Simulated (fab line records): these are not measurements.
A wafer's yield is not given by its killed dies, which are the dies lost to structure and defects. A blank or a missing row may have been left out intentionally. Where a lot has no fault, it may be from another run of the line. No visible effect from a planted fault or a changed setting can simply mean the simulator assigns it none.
Which of the tools did it? || flow sky130 || 39 wafers from 13 lots sampled at 6 of the route's 708 steps

== WHAT THE GAUGES SHOWED, per wafer ==
SKY_LI_CONTACT_OVL_MEAS_13.
{"lot": "L527", "measured": "day 29 20:18", "on": "overlay-01", "LI_CONTACT_OVL (nm)": "-7 -1 -6"}
{"lot": "L528", "measured": "day 29 23:19", "on": "overlay-02", "LI_CONTACT_OVL (nm)": "-3 3 -2"}
{"lot": "L529", "measured": "day 30 10:17", "on": "overlay-01", "LI_CONTACT_OVL (nm)": "7 3 13"}
{"lot": "L530", "measured": "day 30 22:34", "on": "overlay-01", "LI_CONTACT_OVL (nm)": "0 3 3"}
{"lot": "L532", "measured": "day 31 10:52", "on": "overlay-02", "LI_CONTACT_OVL (nm)": "-6 -8 -5"}
{"lot": "L531", "measured": "day 31 12:36", "on": "overlay-02", "LI_CONTACT_OVL (nm)": "-2 -1 -12"}
{"lot": "L541", "measured": "day 33 16:51", "on": "overlay-02", "LI_CONTACT_OVL (nm)": "5 -8 5"}
{"lot": "L543", "measured": "day 34 07:28", "on": "overlay-01", "LI_CONTACT_OVL (nm)": "-8 -8 -1"}
{"lot": "L544", "measured": "day 34 09:37", "on": "overlay-02", "LI_CONTACT_OVL (nm)": "4 -1 -3"}
{"lot": "L545", "measured": "day 34 21:46", "on": "overlay-02", "LI_CONTACT_OVL (nm)": "-5 -7 -8"}
{"lot": "L548", "measured": "day 35 23:33", "on": "overlay-01", "LI_CONTACT_OVL (nm)": "1 -9 -2"}
{"lot": "L549", "measured": "day 36 00:05", "on": "overlay-02", "LI_CONTACT_OVL (nm)": "-4 -3 1"}
{"lot": "L550", "measured": "day 36 07:49", "on": "overlay-01", "LI_CONTACT_OVL (nm)": "0 -3 -1"}

SKY_CONTACT_THK_MEAS_03.
{"lot": "L527", "measured": "day 31 02:21", "on": "filmMetro-02", "CONTACT_HDPCVD_THK (nm)": "565 565 562"}
{"lot": "L528", "measured": "day 31 05:26", "on": "filmMetro-01", "CONTACT_HDPCVD_THK (nm)": "558 554 560"}
{"lot": "L529", "measured": "day 31 16:53", "on": "filmMetro-01", "CONTACT_HDPCVD_THK (nm)": "760 763 752"}
{"lot": "L530", "measured": "day 32 04:59", "on": "filmMetro-03", "CONTACT_HDPCVD_THK (nm)": "762 568 764"}
{"lot": "L532", "measured": "day 32 16:40", "on": "filmMetro-01", "CONTACT_HDPCVD_THK (nm)": "580 575 762"}
{"lot": "L531", "measured": "day 32 17:55", "on": "filmMetro-01", "CONTACT_HDPCVD_THK (nm)": "565 569 761"}
{"lot": "L541", "measured": "day 34 21:38", "on": "filmMetro-01", "CONTACT_HDPCVD_THK (nm)": "568 565 580"}
{"lot": "L543", "measured": "day 35 11:58", "on": "filmMetro-02", "CONTACT_HDPCVD_THK (nm)": "564 569 568"}
{"lot": "L544", "measured": "day 35 14:21", "on": "filmMetro-02", "CONTACT_HDPCVD_THK (nm)": "571 560 563"}
{"lot": "L545", "measured": "day 36 02:23", "on": "filmMetro-02", "CONTACT_HDPCVD_THK (nm)": "570 572 568"}
{"lot": "L548", "measured": "day 37 02:55", "on": "filmMetro-01", "CONTACT_HDPCVD_THK (nm)": "571 571 566"}
{"lot": "L549", "measured": "day 37 03:35", "on": "filmMetro-02", "CONTACT_HDPCVD_THK (nm)": "562 570 561"}
{"lot": "L550", "measured": "day 37 11:56", "on": "filmMetro-03", "CONTACT_HDPCVD_THK (nm)": "573 585 572"}

SKY_CONTACT_OVL_MEAS_15.
{"lot": "L527", "measured": "day 32 05:50", "on": "overlay-02", "CONTACT_OVL (nm)": "-1 3 2"}
{"lot": "L528", "measured": "day 32 08:50", "on": "overlay-02", "CONTACT_OVL (nm)": "-2 -1 -2"}
{"lot": "L529", "measured": "day 32 20:39", "on": "overlay-02", "CONTACT_OVL (nm)": "5 -2 3"}
{"lot": "L530", "measured": "day 33 08:51", "on": "overlay-01", "CONTACT_OVL (nm)": "8 4 8"}
{"lot": "L532", "measured": "day 33 19:32", "on": "overlay-02", "CONTACT_OVL (nm)": "5 -1 -3"}
{"lot": "L531", "measured": "day 33 21:05", "on": "overlay-01", "CONTACT_OVL (nm)": "3 6 1"}
{"lot": "L541", "measured": "day 35 23:43", "on": "overlay-02", "CONTACT_OVL (nm)": "10 -1 10"}
{"lot": "L543", "measured": "day 36 13:41", "on": "overlay-01", "CONTACT_OVL (nm)": "7 7 0"}
{"lot": "L544", "measured": "day 36 16:17", "on": "overlay-02", "CONTACT_OVL (nm)": "10 12 11"}
{"lot": "L545", "measured": "day 37 04:34", "on": "overlay-02", "CONTACT_OVL (nm)": "8 5 4"}
{"lot": "L548", "measured": "day 38 04:47", "on": "overlay-01", "CONTACT_OVL (nm)": "3 6 5"}
{"lot": "L549", "measured": "day 38 05:41", "on": "overlay-01", "CONTACT_OVL (nm)": "8 2 2"}
{"lot": "L550", "measured": "day 38 13:11", "on": "overlay-01", "CONTACT_OVL (nm)": "3 8 0"}

SKY_CONTACT_THK_MEAS_26: measures by xrf.
{"lot": "L527", "measured": "day 32 06:53", "on": "filmMetro-03", "CONTACT_W_THK (nm)": "351 342 344"}
{"lot": "L528", "measured": "day 32 09:55", "on": "filmMetro-02", "CONTACT_W_THK (nm)": "342 353 353"}
{"lot": "L529", "measured": "day 32 22:08", "on": "filmMetro-01", "CONTACT_W_THK (nm)": "362 353 365"}
{"lot": "L530", "measured": "day 33 09:57", "on": "filmMetro-01", "CONTACT_W_THK (nm)": "364 349 361"}
{"lot": "L532", "measured": "day 33 20:36", "on": "filmMetro-02", "CONTACT_W_THK (nm)": "357 346 349"}
{"lot": "L531", "measured": "day 33 22:08", "on": "filmMetro-02", "CONTACT_W_THK (nm)": "352 360 361"}
{"lot": "L541", "measured": "day 36 00:50", "on": "filmMetro-02", "CONTACT_W_THK (nm)": "350 354 356"}
{"lot": "L543", "measured": "day 36 14:44", "on": "filmMetro-02", "CONTACT_W_THK (nm)": "347 354 349"}
{"lot": "L544", "measured": "day 36 17:22", "on": "filmMetro-03", "CONTACT_W_THK (nm)": "340 337 354"}
{"lot": "L545", "measured": "day 37 05:38", "on": "filmMetro-01", "CONTACT_W_THK (nm)": "352 353 352"}
{"lot": "L548", "measured": "day 38 05:50", "on": "filmMetro-01", "CONTACT_W_THK (nm)": "354 357 360"}
{"lot": "L549", "measured": "day 38 06:44", "on": "filmMetro-02", "CONTACT_W_THK (nm)": "346 350 352"}
{"lot": "L550", "measured": "day 38 14:14", "on": "filmMetro-01", "CONTACT_W_THK (nm)": "354 350 352"}

== EACH LOT AND THE TOOL THAT RAN IT (in order: tool; ch and the chambers of the sampled wafers; start) ==
{"lot": "L527", "SKY_CONTACT_HDPCVD_02": "hdpcvd-02 ch 1,2, day 31 02:17", "SKY_CONTACT_CMP_04": "cmp-01 ch 0,1, day 31 02:25"}
{"lot": "L528", "SKY_CONTACT_HDPCVD_02": "hdpcvd-02 ch 0, day 31 05:20", "SKY_CONTACT_CMP_04": "cmp-01 ch 0,3, day 31 05:29"}
{"lot": "L529", "SKY_CONTACT_HDPCVD_02": "hdpcvd-02 ch 0,1, day 31 16:47", "SKY_CONTACT_CMP_04": "cmp-02 ch 0,1,2, day 31 17:01"}
{"lot": "L530", "SKY_CONTACT_HDPCVD_02": "hdpcvd-02 ch 1,2, day 32 04:53", "SKY_CONTACT_CMP_04": "cmp-02 ch 0,1, day 32 05:09"}
{"lot": "L532", "SKY_CONTACT_HDPCVD_02": "hdpcvd-02 ch 1,2, day 32 16:36", "SKY_CONTACT_CMP_04": "cmp-01 ch 0,2,3, day 32 16:44"}
{"lot": "L531", "SKY_CONTACT_HDPCVD_02": "hdpcvd-02 ch 1,2, day 32 17:50", "SKY_CONTACT_CMP_04": "cmp-01 ch 0,1,3, day 32 18:13"}
{"lot": "L541", "SKY_CONTACT_HDPCVD_02": "hdpcvd-01 ch 0,1,2, day 34 21:34", "SKY_CONTACT_CMP_04": "cmp-02 ch 1,2,3, day 34 21:42"}
{"lot": "L543", "SKY_CONTACT_HDPCVD_02": "hdpcvd-02 ch 0,2, day 35 11:53", "SKY_CONTACT_CMP_04": "cmp-01 ch 2,3, day 35 12:04"}
{"lot": "L544", "SKY_CONTACT_HDPCVD_02": "hdpcvd-02 ch 0,1, day 35 14:17", "SKY_CONTACT_CMP_04": "cmp-02 ch 0,3, day 35 14:25"}
{"lot": "L545", "SKY_CONTACT_HDPCVD_02": "hdpcvd-02 ch 0,2, day 36 02:19", "SKY_CONTACT_CMP_04": "cmp-01 ch 0,2,3, day 36 02:29"}
{"lot": "L548", "SKY_CONTACT_HDPCVD_02": "hdpcvd-02 ch 0,1,2, day 37 02:50", "SKY_CONTACT_CMP_04": "cmp-01 ch 0,1,2, day 37 03:01"}
{"lot": "L549", "SKY_CONTACT_HDPCVD_02": "hdpcvd-02 ch 0,2, day 37 03:31", "SKY_CONTACT_CMP_04": "cmp-01 ch 0,2,3, day 37 03:38"}
{"lot": "L550", "SKY_CONTACT_HDPCVD_02": "hdpcvd-01 ch 0,1,2, day 37 11:52", "SKY_CONTACT_CMP_04": "cmp-02 ch 0,2,3, day 37 12:03"}
- SKY_CONTACT_HDPCVD_02: deposits SiO2, target thk 565 nm, time 94.2 s.
- SKY_CONTACT_CMP_04: polishes SiO2.

== AS READ BY THE TOOLS THEMSELVES (means over the sampled wafers that have a number; for cases with no such wafer, the mark the record gives instead) ==
SKY_CONTACT_CMP_04.
{"lot": "L527", "tool": "cmp-01", "motorCurrentA (A)": 11.2, "timeToEndpointS (s)": 92}
{"lot": "L528", "tool": "cmp-01", "motorCurrentA (A)": 10.9, "timeToEndpointS (s)": 84}
{"lot": "L529", "tool": "cmp-02", "motorCurrentA (A)": 12.2, "timeToEndpointS (s)": 154}
{"lot": "L530", "tool": "cmp-02", "motorCurrentA (A)": 12.2, "timeToEndpointS (s)": 136}
{"lot": "L532", "tool": "cmp-01", "motorCurrentA (A)": 10.9, "timeToEndpointS (s)": 108}
{"lot": "L531", "tool": "cmp-01", "motorCurrentA (A)": 11.0, "timeToEndpointS (s)": 107}
{"lot": "L541", "tool": "cmp-02", "motorCurrentA (A)": 13.2, "timeToEndpointS (s)": 86}
{"lot": "L543", "tool": "cmp-01", "motorCurrentA (A)": 10.9, "timeToEndpointS (s)": 81}
{"lot": "L544", "tool": "cmp-02", "motorCurrentA (A)": 12.4, "timeToEndpointS (s)": 90}
{"lot": "L545", "tool": "cmp-01", "motorCurrentA (A)": 10.8, "timeToEndpointS (s)": 82}
{"lot": "L548", "tool": "cmp-01", "motorCurrentA (A)": 10.7, "timeToEndpointS (s)": 92}
{"lot": "L549", "tool": "cmp-01", "motorCurrentA (A)": 11.1, "timeToEndpointS (s)": 82}
{"lot": "L550", "tool": "cmp-02", "motorCurrentA (A)": 13.0, "timeToEndpointS (s)": 92}

== THE ANSWER, worked out from the rows above alone ==
Rule: what is usual is taken from the lots themselves. Put in order of their means at a reading, lots are off if they are a third of the lots or fewer, leave a main group of 4 or more, and stand apart from it by a gap of 3 or more times the standard deviation of the main group's means; of several such gaps the widest counts. The tables above print the reading to a certain number of digits; a main group whose means all agree to those digits is not used. A lot without any number at a reading at which 4 lots or more have one is off too. Where the step has rows for the other lots, those lots are counted as sound. The gauges are gone through in route order, then the tools' own readings, and for those a lot's mean is taken as printed above. At the first step where some lot is off, the reading lying furthest off is the one used; lots without a number count as furthest.
Off: L529, L530, L532, L531, seen at SKY_CONTACT_THK_MEAS_03 (CONTACT_HDPCVD_THK). The main group has a mean of 567 nm with a standard deviation of 5.1.
A tool fits if, at a process step before that reading, it ran every lot that is off, and no sound lot after the first of them. Not tried: the gauges at SKY_CONTACT_THK_MEAS_03; whatever is off there is also off at SKY_CONTACT_CMP_04, on other tools, and gauge error can't account for it. No candidate that was tried fits.

== WHAT THE SIMULATOR PUT IN ==
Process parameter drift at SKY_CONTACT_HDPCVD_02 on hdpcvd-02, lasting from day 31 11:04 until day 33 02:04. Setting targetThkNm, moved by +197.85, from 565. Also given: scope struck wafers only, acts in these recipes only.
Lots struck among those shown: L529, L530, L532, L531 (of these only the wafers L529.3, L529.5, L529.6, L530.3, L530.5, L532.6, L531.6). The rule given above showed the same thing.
